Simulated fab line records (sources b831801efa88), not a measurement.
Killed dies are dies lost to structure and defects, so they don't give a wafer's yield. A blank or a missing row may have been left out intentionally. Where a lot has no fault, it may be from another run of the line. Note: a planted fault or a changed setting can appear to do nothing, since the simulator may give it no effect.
fab line records ; flow sky130 ; part 1 of 2: steps 1 to 34 of 43
[record] lots = 5; wafers = 15; last_day = 49
route steps=708 shown LDD_HVP@281 LDD_LDN@289 SPACER@304 POLY_CUT@307 SD_P@320
lots untouched by any fault: they come from a run of this same line in which no faults occurred
start_h: hours from the record's first day to the start of the lot's first wafer shown ; wait_h: hours from the lot's prior step to this one ; " as in the row above ; L1.1+2: several wafers, shown together as one row ; - no value present, or no start provided ; * or withheld: withheld ; < > ~ a bound
route shown NAME@n: names a module that has steps shown in the file, with the first one's number in the route ; usual: mean/standard deviation taken from wafers without a fault ; same: alike in all rows ; chamber/n: place in a boat ; sites: readings site by site ; _std_site: the values' standard deviation ; _edge_site: outer sites' mean less inner sites' ; radius_mm: how far each site lies from the wafer's centre ; mask NAME#n: copy n ; behind: tool/chamber where the wafer was last shaped ; hold: the reason the lot was held/the length of the hold in hours/how it ended ; device: the transistor (n, p or np) that didn't switch ; end of line: the same wafers' tests at the end of the route ; step lacking rows: just its recipe ; killed: not the wafer's yield, but the dies lost to structure and defects at the first sort ; map: a wafer's dies, x killed, . not, _ none there
set.NAME: the setting the step ran with; set.NAME@STEP: the setting that earlier step ran with ; model.NAME: the simulator's own value behind a step, which no gauge read
a table for each step, a row for each wafer; lots at some steps of the route
services: a tool's chamber out of use, with start hour (start_h, from the record's first day; less than 0 if before it), hours out, and reason
[[steps]]
[step SKY_LDD_HVP_SOFTBAKE_03]
[recipe] temp_c = 90; time_s = 60; resist = NOVOLAK
lot.wafer;tool;chamber;start_h;wait_h
L074.1+3+5;litho_track-04;0;468.44;0.1
L076.2+4+6;litho_track-04;0;499.01;0.1
L080.4+5+6;litho_track-04;0;533.51;0.1
L085.1+2+3;litho_track-01;0;578.94;0.1
L090.2+4+6;litho_track-04;0;630.71;0.1
[step SKY_LDD_HVP_EXPOSE_04]
[recipe] mask_id = HVPTM; na = 0.6; source_shape = conventional; sigma_outer = 0.6; polarization = unpolarized; target_cd_nm = 700; dose_mj = 86
lot.wafer;tool;chamber;start_h;wait_h;mask
L074.1+3+5;iline_stepper-02;0;-;-;HVPTM#0
L076.2+4+6;iline_stepper-01;0;-;-;HVPTM#0
L080.4+5+6;iline_stepper-01;0;-;-;HVPTM#0
L085.1+2+3;iline_stepper-02;0;-;-;HVPTM#0
L090.2+4+6;iline_stepper-01;0;-;-;HVPTM#0
[step SKY_LDD_HVP_PEB_05]
[recipe] temp_c = withheld; time_s = *; resist = NOVOLAK
lot.wafer;tool;chamber;start_h;wait_h
L074.1+3+5;litho_track-03;0;-;-
L076.2+4+6;litho_track-01;0;-;-
L080.4+5+6;litho_track-01;0;-;-
L085.1+2+3;litho_track-03;0;-;-
L090.2+4+6;litho_track-04;0;-;-
[step SKY_LDD_HVP_DEVELOP_06]
[recipe] resist = NOVOLAK; developer = TMAH; develop_time_s = 60; dev_temp_c = 23
lot.wafer;tool;chamber;start_h;wait_h
L074.1+3+5;litho_track-03;0;483.74;0.1
L076.2+4+6;litho_track-01;0;513.66;0.1
L080.4+5+6;litho_track-01;0;550.81;0.1
L085.1+2+3;litho_track-03;0;592.64;0.1
L090.2+4+6;litho_track-04;0;645.56;0.1
[step SKY_LDD_HVP_OVL_MEAS_07]
[usual] LDD_HVP_OVL = -1.2/1.4
lot.wafer;tool;chamber;start_h;wait_h;LDD_HVP_OVL[nm]
L074.1;overlay-01;-;483.89;0.1;-2.0
L074.3;overlay-01;-;483.89;0.1;-1.1
L074.5;overlay-01;-;483.89;0.1;-0.2
L076.2;overlay-02;-;513.79;0.1;-2.0
L076.4;overlay-02;-;513.79;0.1;-2.2
L076.6;overlay-02;-;513.79;0.1;-2.2
L080.4;overlay-02;-;550.90;0.1;-3.1
L080.5;overlay-02;-;550.90;0.1;-2.5
L080.6;overlay-02;-;550.90;0.1;-3.0
L085.1;overlay-01;-;592.79;0.1;0.0
L085.2;overlay-01;-;592.79;0.1;0.4
L085.3;overlay-01;-;592.79;0.1;0.1
L090.2;overlay-01;-;645.69;0.1;-0.2
L090.4;overlay-01;-;645.69;0.1;-1.7
L090.6;overlay-01;-;645.69;0.1;-2.5
[step SKY_LDD_HVP_IMPLANT_08]
[recipe] species = B; energy_kev = 20; dose_cm2 = 1.7e+13; tilt_deg = 17.9
[usual] faraday_current_uA = 95.9/1.8
lot.wafer;tool;chamber;start_h;wait_h;faraday_current_uA
L074.1;implanter-01;0;483.93;0.0;96.6
L074.3;implanter-01;0;483.93;0.0;95.4
L074.5;implanter-01;0;483.93;0.0;94.9
L076.2;implanter-01;0;513.85;0.0;94.8
L076.4;implanter-01;0;513.85;0.0;97.7
L076.6;implanter-01;0;513.85;0.0;94.5
L080.4;implanter-03;0;551.00;0.1;98.7
L080.5;implanter-03;0;551.00;0.1;94.3
L080.6;implanter-03;0;551.00;0.1;92.9
L085.1;implanter-01;0;592.83;0.0;94.9
L085.2;implanter-01;0;592.83;0.0;93.6
L085.3;implanter-01;0;592.83;0.0;97.7
L090.2;implanter-03;0;645.75;0.0;95.6
L090.4;implanter-03;0;645.75;0.0;94.8
L090.6;implanter-03;0;645.75;0.0;94.4
[step SKY_LDD_HVP_STRIP_09]
[recipe] chemistry = O2/N2; power_w = 1400; pressure_mtorr = 1500; platen_temp_c = withheld; o2_flow_sccm = 3000; n2_flow_sccm = 300; overash_fraction = 0.5
[usual] drypump_motor_current_A = 5.5/0.42; o2_flow_sccm = 3000/8.4; oes_product_au = 0.408/0.005; strip_time_to_endpoint_s = 4.131/0.014
lot.wafer;tool;chamber;start_h;wait_h;drypump_motor_current_A;o2_flow_sccm;oes_product_au;rf_hours_counter_h;strip_time_to_endpoint_s
L074.1;plasma_asher-04;0;484.08;0.1;6.3;3007;0.408;85;4.131
L074.3;plasma_asher-04;0;484.08;0.1;6.3;2993;0.410;-;4.145
L074.5;plasma_asher-04;0;484.08;0.1;6.3;2992;0.406;-;4.157
L076.2;plasma_asher-04;1;513.97;0.1;5.2;2993;0.399;88;4.134
L076.4;plasma_asher-04;0;513.97;0.1;6.3;3002;0.399;-;4.118
L076.6;plasma_asher-04;1;513.97;0.1;5.2;3002;0.405;-;4.132
L080.4;plasma_asher-02;1;551.11;0.1;5.1;2991;0.412;-;4.127
L080.5;plasma_asher-02;1;551.11;0.1;5.1;2982;0.409;-;4.120
L080.6;plasma_asher-02;0;551.11;0.1;5.5;2995;0.405;-;4.120
L085.1;plasma_asher-04;0;592.98;0.1;6.3;3015;0.407;96;4.141
L085.2;plasma_asher-04;1;592.98;0.1;5.3;3013;0.413;96;4.147
L085.3;plasma_asher-04;1;592.98;0.1;5.2;2998;0.412;-;4.142
L090.2;plasma_asher-01;0;645.87;0.1;5.5;2985;0.406;84;4.132
L090.4;plasma_asher-01;1;645.87;0.1;5.8;2992;0.415;-;4.127
L090.6;plasma_asher-01;1;645.87;0.1;5.8;2996;0.405;-;4.128
[step SKY_LDD_HVP_TW_MEAS_10]
[usual] LDD_HVP_TW = 461/4.3
lot.wafer;tool;chamber;start_h;wait_h;LDD_HVP_TW
L074.1;film_metro-01;-;484.18;0.1;464
L074.3;film_metro-01;-;484.18;0.1;464
L074.5;film_metro-01;-;484.18;0.1;464
L076.2;film_metro-02;-;514.08;0.1;463
L076.4;film_metro-02;-;514.08;0.1;461
L076.6;film_metro-02;-;514.08;0.1;463
L080.4;film_metro-04;-;551.20;0.1;454
L080.5;film_metro-04;-;551.20;0.1;456
L080.6;film_metro-04;-;551.20;0.1;457
L085.1;film_metro-02;-;593.08;0.1;459
L085.2;film_metro-02;-;593.08;0.1;460
L085.3;film_metro-02;-;593.08;0.1;463
L090.2;film_metro-02;-;645.98;0.1;459
L090.4;film_metro-02;-;645.98;0.1;457
L090.6;film_metro-02;-;645.98;0.1;457
[step SKY_LDD_LDN_DEHYDRATE_00]
[recipe] temp_c = 200; time_s = 60
lot.wafer;tool;chamber;start_h;wait_h
L074.1+3+5;litho_track-01;0;498.99;14.8
L076.2+4+6;litho_track-04;0;528.86;14.8
L080.4+5+6;litho_track-04;0;564.46;13.2
L085.1+2+3;litho_track-01;0;607.64;14.5
L090.2+4+6;litho_track-02;0;658.67;12.7
[step SKY_LDD_LDN_HMDS_01]
[recipe] prime_time_s = 60; prime_temp_c = 120
lot.wafer;tool;chamber;start_h;wait_h
L074.1+3+5;litho_track-01;0;499.14;0.1
L076.2+4+6;litho_track-04;0;529.01;0.1
L080.4+5+6;litho_track-04;0;564.61;0.1
L085.1+2+3;litho_track-01;0;607.79;0.1
L090.2+4+6;litho_track-02;0;658.82;0.1
[step SKY_LDD_LDN_COAT_02]
[recipe] resist = NOVOLAK; spin_rpm = 3000; resist_thk_nm = 1140
lot.wafer;tool;chamber;start_h;wait_h
L074.1+3+5;litho_track-01;0;499.29;0.1
L076.2+4+6;litho_track-04;0;529.16;0.1
L080.4+5+6;litho_track-04;0;564.76;0.1
L085.1+2+3;litho_track-01;0;607.94;0.1
L090.2+4+6;litho_track-02;0;658.97;0.1
[step SKY_LDD_LDN_SOFTBAKE_03]
[recipe] temp_c = 90; time_s = 60; resist = NOVOLAK
lot.wafer;tool;chamber;start_h;wait_h
L074.1+3+5;litho_track-01;0;499.44;0.1
L076.2+4+6;litho_track-04;0;529.31;0.1
L080.4+5+6;litho_track-04;0;564.91;0.1
L085.1+2+3;litho_track-01;0;608.09;0.1
L090.2+4+6;litho_track-02;0;659.12;0.1
[step SKY_LDD_LDN_EXPOSE_04]
[recipe] mask_id = LDNTM; na = 0.6; source_shape = conventional; sigma_outer = 0.6; polarization = unpolarized; target_cd_nm = 700; dose_mj = 140
lot.wafer;tool;chamber;start_h;wait_h;mask
L074.1+3+5;iline_stepper-02;0;-;-;LDNTM#0
L076.2+4+6;iline_stepper-02;0;-;-;LDNTM#0
L080.4+5+6;iline_stepper-01;0;-;-;LDNTM#0
L085.1+2+3;iline_stepper-02;0;-;-;LDNTM#0
L090.2+4+6;iline_stepper-01;0;-;-;LDNTM#0
[step SKY_LDD_LDN_PEB_05]
[recipe] temp_c = withheld; time_s = *; resist = NOVOLAK
lot.wafer;tool;chamber;start_h;wait_h
L074.1+3+5;litho_track-04;0;-;-
L076.2+4+6;litho_track-04;0;-;-
L080.4+5+6;litho_track-01;0;-;-
L085.1+2+3;litho_track-04;0;-;-
L090.2+4+6;litho_track-02;0;-;-
[step SKY_LDD_LDN_DEVELOP_06]
[recipe] resist = NOVOLAK; developer = TMAH; develop_time_s = 60; dev_temp_c = 23
lot.wafer;tool;chamber;start_h;wait_h
L074.1+3+5;litho_track-04;0;514.54;0.1
L076.2+4+6;litho_track-04;0;544.01;0.1
L080.4+5+6;litho_track-01;0;580.31;0.1
L085.1+2+3;litho_track-04;0;621.69;0.1
L090.2+4+6;litho_track-02;0;673.52;0.1
[step SKY_LDD_LDN_OVL_MEAS_07]
[usual] LDD_LDN_OVL = 0.8/1.1
lot.wafer;tool;chamber;start_h;wait_h;LDD_LDN_OVL[nm]
L074.1;overlay-01;-;514.69;0.1;0.5
L074.3;overlay-01;-;514.69;0.1;2.5
L074.5;overlay-01;-;514.69;0.1;2.0
L076.2;overlay-01;-;544.14;0.1;0.8
L076.4;overlay-01;-;544.14;0.1;1.0
L076.6;overlay-01;-;544.14;0.1;0.2
L080.4;overlay-02;-;580.40;0.1;1.5
L080.5;overlay-02;-;580.40;0.1;2.2
L080.6;overlay-02;-;580.40;0.1;1.5
L085.1;overlay-01;-;621.84;0.1;1.0
L085.2;overlay-01;-;621.84;0.1;0.6
L085.3;overlay-01;-;621.84;0.1;1.1
L090.2;overlay-02;-;673.65;0.1;1.4
L090.4;overlay-02;-;673.65;0.1;2.1
L090.6;overlay-02;-;673.65;0.1;1.6
[step SKY_LDD_LDN_IMPLANT_08]
[recipe] species = As; energy_kev = 15; dose_cm2 = 1.25e+13; tilt_deg = withheld; rotation_deg = 23
[usual] faraday_current_uA = 70.3/1.4
lot.wafer;tool;chamber;start_h;wait_h;faraday_current_uA
L074.1;implanter-02;0;514.72;0.0;71.6
L074.3;implanter-02;0;514.72;0.0;73.0
L074.5;implanter-02;0;514.72;0.0;69.9
L076.2;implanter-03;0;544.20;0.0;68.2
L076.4;implanter-03;0;544.20;0.0;70.4
L076.6;implanter-03;0;544.20;0.0;71.5
L080.4;implanter-03;0;580.50;0.1;71.9
L080.5;implanter-03;0;580.50;0.1;70.7
L080.6;implanter-03;0;580.50;0.1;70.0
L085.1;implanter-04;0;621.87;0.0;70.3
L085.2;implanter-04;0;621.87;0.0;68.7
L085.3;implanter-04;0;621.87;0.0;70.4
L090.2;implanter-03;0;673.70;0.0;69.0
L090.4;implanter-03;0;673.70;0.0;71.9
L090.6;implanter-03;0;673.70;0.0;71.1
[step SKY_LDD_LDN_IMPLANT_09]
[recipe] species = As; energy_kev = 15; dose_cm2 = 1.25e+13; tilt_deg = withheld; rotation_deg = 113
[usual] faraday_current_uA = 70.6/1.5
lot.wafer;tool;chamber;start_h;wait_h;faraday_current_uA
L074.1;implanter-02;0;514.87;0.1;68.8
L074.3;implanter-02;0;514.87;0.1;71.8
L074.5;implanter-02;0;514.87;0.1;68.1
L076.2;implanter-03;0;544.35;0.1;71.5
L076.4;implanter-03;0;544.35;0.1;71.2
L076.6;implanter-03;0;544.35;0.1;67.5
L080.4;implanter-03;0;580.65;0.1;70.3
L080.5;implanter-03;0;580.65;0.1;68.9
L080.6;implanter-03;0;580.65;0.1;72.6
L085.1;implanter-04;0;622.02;0.1;68.0
L085.2;implanter-04;0;622.02;0.1;70.4
L085.3;implanter-04;0;622.02;0.1;71.0
L090.2;implanter-03;0;673.85;0.1;70.7
L090.4;implanter-03;0;673.85;0.1;71.2
L090.6;implanter-03;0;673.85;0.1;70.4
[step SKY_LDD_LDN_IMPLANT_10]
[recipe] species = As; energy_kev = 15; dose_cm2 = 1.25e+13; tilt_deg = withheld; rotation_deg = 203
[usual] faraday_current_uA = 70.4/1.6
lot.wafer;tool;chamber;start_h;wait_h;faraday_current_uA
L074.1;implanter-02;0;515.02;0.1;67.4
L074.3;implanter-02;0;515.02;0.1;70.8
L074.5;implanter-02;0;515.02;0.1;69.2
L076.2;implanter-03;0;544.50;0.1;70.7
L076.4;implanter-03;0;544.50;0.1;70.8
L076.6;implanter-03;0;544.50;0.1;71.1
L080.4;implanter-03;0;580.80;0.1;68.0
L080.5;implanter-03;0;580.80;0.1;71.4
L080.6;implanter-03;0;580.80;0.1;70.0
L085.1;implanter-04;0;622.17;0.1;67.8
L085.2;implanter-04;0;622.17;0.1;69.9
L085.3;implanter-04;0;622.17;0.1;71.4
L090.2;implanter-03;0;674.00;0.1;69.9
L090.4;implanter-03;0;674.00;0.1;69.5
L090.6;implanter-03;0;674.00;0.1;72.9
[step SKY_LDD_LDN_IMPLANT_11]
[recipe] species = As; energy_kev = 15; dose_cm2 = 1.25e+13; tilt_deg = withheld; rotation_deg = 293
[usual] faraday_current_uA = 70.7/1.3
lot.wafer;tool;chamber;start_h;wait_h;faraday_current_uA
L074.1;implanter-02;0;515.17;0.1;71.2
L074.3;implanter-02;0;515.17;0.1;68.5
L074.5;implanter-02;0;515.17;0.1;71.4
L076.2;implanter-03;0;544.65;0.1;69.4
L076.4;implanter-03;0;544.65;0.1;70.2
L076.6;implanter-03;0;544.65;0.1;70.3
L080.4;implanter-03;0;580.95;0.1;69.9
L080.5;implanter-03;0;580.95;0.1;70.4
L080.6;implanter-03;0;580.95;0.1;71.3
L085.1;implanter-04;0;622.32;0.1;69.2
L085.2;implanter-04;0;622.32;0.1;72.2
L085.3;implanter-04;0;622.32;0.1;72.3
L090.2;implanter-03;0;674.15;0.1;70.2
L090.4;implanter-03;0;674.15;0.1;70.9
L090.6;implanter-03;0;674.15;0.1;72.8
[step SKY_LDD_LDN_STRIP_12]
[recipe] chemistry = O2/N2; power_w = 1400; pressure_mtorr = 1500; platen_temp_c = withheld; o2_flow_sccm = 3000; n2_flow_sccm = 300; overash_fraction = 0.5
[usual] drypump_motor_current_A = 5.6/0.43; o2_flow_sccm = 3000/9.9; oes_product_au = 0.715/0.0049; strip_time_to_endpoint_s = 14.18/0.037
lot.wafer;tool;chamber;start_h;wait_h;drypump_motor_current_A;o2_flow_sccm;oes_product_au;rf_hours_counter_h;strip_time_to_endpoint_s
L074.1;plasma_asher-02;1;515.32;0.1;5.1;3016;0.729;9;14.20
L074.3;plasma_asher-02;0;515.32;0.1;5.6;3002;0.712;-;14.20
L074.5;plasma_asher-02;1;515.32;0.1;5.1;3008;0.713;-;14.19
L076.2;plasma_asher-04;1;544.77;0.1;5.3;3008;0.718;91;14.13
L076.4;plasma_asher-04;1;544.77;0.1;5.3;3003;0.714;-;14.10
L076.6;plasma_asher-04;1;544.77;0.1;5.3;3003;0.711;-;14.14
L080.4;plasma_asher-03;0;581.06;0.1;5.9;3014;0.716;-;14.11
L080.5;plasma_asher-03;1;581.06;0.1;5.8;2997;0.714;-;14.05
L080.6;plasma_asher-03;0;581.06;0.1;5.9;2996;0.718;-;14.08
L085.1;plasma_asher-02;1;622.47;0.1;5.1;2992;0.728;19;14.22
L085.2;plasma_asher-02;0;622.47;0.1;5.6;2991;0.721;19;14.27
L085.3;plasma_asher-02;0;622.47;0.1;5.5;2999;0.714;-;14.24
L090.2;plasma_asher-02;0;674.28;0.1;5.6;2996;0.714;24;14.22
L090.4;plasma_asher-02;1;674.28;0.1;5.1;2992;0.714;-;14.16
L090.6;plasma_asher-02;1;674.28;0.1;5.1;2996;0.714;-;14.19
[step SKY_LDD_LDN_TW_MEAS_13]
[usual] LDD_LDN_TW = 1487/20
lot.wafer;tool;chamber;start_h;wait_h;LDD_LDN_TW
L074.1;film_metro-01;-;515.42;0.1;1514
L074.3;film_metro-01;-;515.42;0.1;1517
L074.5;film_metro-01;-;515.42;0.1;1507
L076.2;film_metro-01;-;544.88;0.1;1508
L076.4;film_metro-01;-;544.88;0.1;1500
L076.6;film_metro-01;-;544.88;0.1;1501
L080.4;film_metro-03;-;581.15;0.1;1466
L080.5;film_metro-03;-;581.15;0.1;1456
L080.6;film_metro-03;-;581.15;0.1;1461
L085.1;film_metro-03;-;622.57;0.1;1474
L085.2;film_metro-03;-;622.57;0.1;1472
L085.3;film_metro-03;-;622.57;0.1;1469
L090.2;film_metro-04;-;674.39;0.1;1482
L090.4;film_metro-04;-;674.39;0.1;1486
L090.6;film_metro-04;-;674.39;0.1;1476
[step SKY_LDD_LDN_CLEAN_14]
[recipe] chemistry = SC1/SC2; mix = 1:4:20; temp_c = 70; time_s = 150; dry = n2_spin
lot.wafer;tool;chamber;start_h;wait_h
L074.1+3+5;wet_bench-01;0;515.48;0.1
L076.2+4+6;wet_bench-02;1;544.93;0.0
L080.4+5+6;wet_bench-01;0;581.18;0.0
L085.1+2+3;wet_bench-02;1;622.63;0.1
L090.2+4+6;wet_bench-04;0;674.44;0.0
[step SKY_SPACER_CVD_00]
[recipe] material = Si3N4; precursor = DCS/NH3; target_thk_nm = 43.1; temp_c = 770; time_s = 740; pressure_mtorr = 250
lot.wafer;tool;chamber;start_h;wait_h
L074.1+3+5;lpcvd-02;1;515.54;0.0
L076.2+4+6;lpcvd-02;0;544.99;0.0
L080.4+5+6;lpcvd-02;1;581.23;0.0
L085.1+2+3;lpcvd-02;0;623.54;0.9
L090.2+4+6;lpcvd-02;1;674.49;0.0
[step SKY_SPACER_THK_MEAS_01]
[recipe] reads = Si3N4_of_SPACER_CVD_00
[usual] SPACER_CVD_00_THK = 43.1/0.36
lot.wafer;tool;chamber;start_h;wait_h;SPACER_CVD_00_THK[nm]
L074.1;film_metro-01;-;516.74;0.0;43.0
L074.3;film_metro-01;-;516.74;0.0;42.6
L074.5;film_metro-01;-;516.74;0.0;42.5
L076.2;film_metro-02;-;546.21;0.0;43.3
L076.4;film_metro-02;-;546.21;0.0;43.1
L076.6;film_metro-02;-;546.21;0.0;42.8
L080.4;film_metro-01;-;582.47;0.0;42.7
L080.5;film_metro-01;-;582.47;0.0;43.0
L080.6;film_metro-01;-;582.47;0.0;43.2
L085.1;film_metro-02;-;624.75;0.0;43.4
L085.2;film_metro-02;-;624.75;0.0;42.9
L085.3;film_metro-02;-;624.75;0.0;43.2
L090.2;film_metro-01;-;675.70;0.0;43.2
L090.4;film_metro-01;-;675.70;0.0;43.2
L090.6;film_metro-01;-;675.70;0.0;43.2
[step SKY_SPACER_ETCHBACK_02]
[recipe] chemistry = CH3F/O2; target = Si3N4; stop_on = SiO2; source_w = 400; bias_w = 80; pressure_mtorr = 25; ch3f_flow_sccm = 40; O2_flow_sccm = 30; time_s = 46.7; target_depth_a = 450
[usual] drypump_motor_current_A = 5.7/0.44; oes_product_au = 0.855/0.0061; rf_fwd_power_W = 395.9/1.8; throttle_valve_pct = 10.564/0.01
lot.wafer;tool;chamber;start_h;wait_h;drypump_motor_current_A;oes_product_au;rf_fwd_power_W;rf_hours_counter_h;throttle_valve_pct
L074.1;rie_diel-04;2;516.80;0.1;5.7;0.850;394.0;6;10.572
L074.3;rie_diel-04;3;516.80;0.1;5.2;0.852;396.5;11;10.567
L074.5;rie_diel-04;2;516.80;0.1;5.7;0.856;395.6;-;10.566
L076.2;rie_diel-01;2;546.26;0.0;6.2;0.858;396.6;78;10.563
L076.4;rie_diel-01;1;546.26;0.0;5.3;0.861;395.1;11;10.565
L076.6;rie_diel-01;1;546.26;0.0;5.3;0.851;395.7;-;10.577
L080.4;rie_diel-01;0;582.52;0.0;5.8;0.857;396.5;-;10.574
L080.5;rie_diel-01;3;582.52;0.0;6.5;0.858;394.4;-;10.577
L080.6;rie_diel-01;1;582.52;0.0;5.3;0.860;399.0;-;10.573
L085.1;rie_diel-03;0;624.81;0.1;5.4;0.852;396.2;2;10.576
L085.2;rie_diel-03;2;624.81;0.1;5.8;0.848;396.4;14;10.550
L085.3;rie_diel-03;3;624.81;0.1;5.8;0.856;396.8;46;10.591
L090.2;rie_diel-04;0;675.75;0.0;5.2;0.860;395.0;3;10.571
L090.4;rie_diel-04;3;675.75;0.0;5.1;0.854;399.9;14;10.558
L090.6;rie_diel-04;0;675.75;0.0;5.1;0.854;394.9;-;10.546
[step SKY_POLY_CUT_DEHYDRATE_00]
[recipe] temp_c = 200; time_s = 60
lot.wafer;tool;chamber;start_h;wait_h
L074.1+3+5;litho_track-03;0;530.84;14.0
L076.2+4+6;litho_track-02;0;559.87;13.6
L080.4+5+6;litho_track-03;0;595.22;12.7
L085.1+2+3;litho_track-04;0;638.94;14.1
L090.2+4+6;litho_track-02;0;688.52;12.7
[step SKY_POLY_CUT_HMDS_01]
[recipe] prime_time_s = 60; prime_temp_c = 120
lot.wafer;tool;chamber;start_h;wait_h
L074.1+3+5;litho_track-03;0;530.99;0.1
L076.2+4+6;litho_track-02;0;560.02;0.1
L080.4+5+6;litho_track-03;0;595.37;0.1
L085.1+2+3;litho_track-04;0;639.09;0.1
L090.2+4+6;litho_track-02;0;688.67;0.1
[step SKY_POLY_CUT_COAT_02]
[recipe] resist = BARC; temp_c = withheld; time_s = withheld; spin_rpm = 3000; resist_thk_nm = 60
lot.wafer;tool;chamber;start_h;wait_h
L074.1+3+5;litho_track-03;0;531.14;0.1
L076.2+4+6;litho_track-02;0;560.17;0.1
L080.4+5+6;litho_track-03;0;595.52;0.1
L085.1+2+3;litho_track-04;0;639.24;0.1
L090.2+4+6;litho_track-02;0;688.82;0.1
[step SKY_POLY_CUT_COAT_03]
[recipe] resist = KrF-thick; spin_rpm = 3000; resist_thk_nm = 450
lot.wafer;tool;chamber;start_h;wait_h
L074.1+3+5;litho_track-03;0;-;-
L076.2+4+6;litho_track-02;0;-;-
L080.4+5+6;litho_track-03;0;-;-
L085.1+2+3;litho_track-04;0;-;-
L090.2+4+6;litho_track-02;0;-;-
[step SKY_POLY_CUT_SOFTBAKE_04]
[recipe] temp_c = 100; time_s = 90; resist = KrF-thick
lot.wafer;tool;chamber;start_h;wait_h
L074.1+3+5;litho_track-03;0;-;-
L076.2+4+6;litho_track-02;0;-;-
L080.4+5+6;litho_track-03;0;-;-
L085.1+2+3;litho_track-04;0;-;-
L090.2+4+6;litho_track-02;0;-;-
[step SKY_POLY_CUT_EXPOSE_05]
[recipe] mask_id = NPCM; na = 0.8; source_shape = annular; sigma_inner = 0.55; sigma_outer = 0.85; target_cd_nm = 270; dose_mj = 32
lot.wafer;tool;chamber;start_h;wait_h;mask
L074.1+3+5;krf_scanner-02;0;-;-;NPCM#0
L076.2+4+6;krf_scanner-02;0;-;-;NPCM#0
L080.4+5+6;krf_scanner-01;0;-;-;NPCM#0
L085.1+2+3;krf_scanner-01;0;-;-;NPCM#0
L090.2+4+6;krf_scanner-01;0;-;-;NPCM#0
[step SKY_POLY_CUT_PEB_06]
[recipe] peb_temp_c = withheld; peb_time_s = withheld; resist = KrF-thick
lot.wafer;tool;chamber;start_h;wait_h
L074.1+3+5;litho_track-02;0;-;-
L076.2+4+6;litho_track-02;0;-;-
L080.4+5+6;litho_track-03;0;-;-
L085.1+2+3;litho_track-02;0;-;-
L090.2+4+6;litho_track-03;0;-;-
[step SKY_POLY_CUT_DEVELOP_07]
[recipe] develop_time_s = 60; resist = KrF-thick; dev_temp_c = 21
lot.wafer;tool;chamber;start_h;wait_h
L074.1+3+5;litho_track-02;0;-;-
L076.2+4+6;litho_track-02;0;-;-
L080.4+5+6;litho_track-03;0;-;-
L085.1+2+3;litho_track-02;0;-;-
L090.2+4+6;litho_track-03;0;-;-
